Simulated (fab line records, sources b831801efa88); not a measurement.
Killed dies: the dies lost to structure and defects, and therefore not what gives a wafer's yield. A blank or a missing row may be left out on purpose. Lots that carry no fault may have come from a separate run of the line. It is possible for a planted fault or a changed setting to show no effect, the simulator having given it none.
Which of the tools did it?	flow sky130	14 lots with 42 wafers sampled at 2 steps, on a route of 708 steps

## WHAT THE GAUGES SHOWED, per wafer
SKY_GATE_OXIDE_TW_MEAS_14. Usual: GATE_OXIDE_TW typically reads 223.6, with standard deviation 2.2.
lot	measured	on	GATE_OXIDE_TW	flag
L405	day 13 11:25	film-metro-04	225.7 225.6 225.4	
L408	day 14 12:07	film-metro-03	224.8 223.1 223.9	
L409	day 14 21:17	film-metro-03	224.6 223.6 223.0	
L411	day 15 16:47	film-metro-03	221.9 222.5 222.3	
L413	day 16 13:17	film-metro-03	29.8 30.0 30.1	OFF
L414	day 17 23:49	film-metro-02	29.5 29.7 29.6	OFF
L420	day 19 07:25	film-metro-04	225.3 226.1 224.5	
L421	day 19 19:47	film-metro-04	225.8 225.0 225.8	
L422	day 20 03:29	film-metro-02	219.7 220.9 219.0	
L424	day 20 13:50	film-metro-04	226.3 226.0 226.5	
L425	day 21 01:59	film-metro-03	222.1 222.0 223.0	
L426	day 21 13:22	film-metro-04	227.5 226.9 226.6	
L427	day 21 13:49	film-metro-02	221.7 222.8 222.4	
L428	day 21 17:37	film-metro-03	221.8 222.5 222.4	

## WHICH TOOL RAN EACH LOT (tool, then ch and the chambers of the sampled wafers, then the start)
lot	SKY_GATE_OXIDE_IMPLANT_11
L405	implanter-03 ch 0, day 13 11:07
L408	implanter-01 ch 0, day 14 11:47
L409	implanter-03 ch 0, day 14 20:56
L411	implanter-01 ch 0, day 15 16:26
L413	implanter-01, day 16 12:58
L414	implanter-03, day 17 23:29
L420	implanter-01 ch 0, day 19 06:58
L421	implanter-01 ch 0, day 19 19:26
L422	implanter-02 ch 0, day 20 03:08
L424	implanter-02 ch 0, day 20 13:31
L425	implanter-01 ch 0, day 21 01:38
L426	implanter-02 ch 0, day 21 13:01
L427	implanter-03 ch 0, day 21 13:29
L428	implanter-01 ch 0, day 21 17:16
- SKY_GATE_OXIDE_IMPLANT_11

## AS READ BY THE TOOLS THEMSELVES (means over the sampled wafers that have a number; for cases with no such wafer, the mark the record gives instead)
SKY_GATE_OXIDE_IMPLANT_11. Usual: beam-energy-keV 9.9997, standard deviation 0.003; beam-on-s 9.98 s, standard deviation 0.18.
lot	tool	beam-energy-keV	beam-on-s (s)	flag
L405	implanter-03	9.9974	9.98	
L408	implanter-01	9.9980	9.93	
L409	implanter-03	10.0015	10.17	
L411	implanter-01	9.9967	9.85	
L413	implanter-01	-	-	OFF
L414	implanter-03	-	-	OFF
L420	implanter-01	10.0022	9.94	
L421	implanter-01	10.0008	9.79	
L422	implanter-02	10.0000	10.07	
L424	implanter-02	9.9991	9.79	
L425	implanter-01	10.0010	10.03	
L426	implanter-02	10.0026	10.12	
L427	implanter-03	9.9998	9.90	
L428	implanter-01	10.0018	9.98	

## THE ANSWER, worked out from the rows above alone
Rule: lot off if the mean of its wafers having a number is beyond 3 standard deviations from the usual mean. Also off: a lot with no number at a reading for which 4 or more lots have one. Where the step has rows for the other lots, those lots are counted as sound. After the gauges, taken in route order, come the tools' own readings; for these a lot's mean is taken, as printed above. At the first step where some lot is off, the reading lying furthest off is the one used; lots without a number count as furthest.
Off: L413, L414, at SKY_GATE_OXIDE_TW_MEAS_14 (GATE_OXIDE_TW).
If a tool, at a process step before that reading, ran all the lots that are off and no sound lot after the first of them, it fits. The gauges at SKY_GATE_OXIDE_TW_MEAS_14 aren't tried: what is off there is off at SKY_GATE_OXIDE_IMPLANT_11 too, on other tools, and a gauge's error can't cause that. Not one of the candidates tried fits.

## WHAT HAD BEEN PUT IN BY THE SIMULATOR
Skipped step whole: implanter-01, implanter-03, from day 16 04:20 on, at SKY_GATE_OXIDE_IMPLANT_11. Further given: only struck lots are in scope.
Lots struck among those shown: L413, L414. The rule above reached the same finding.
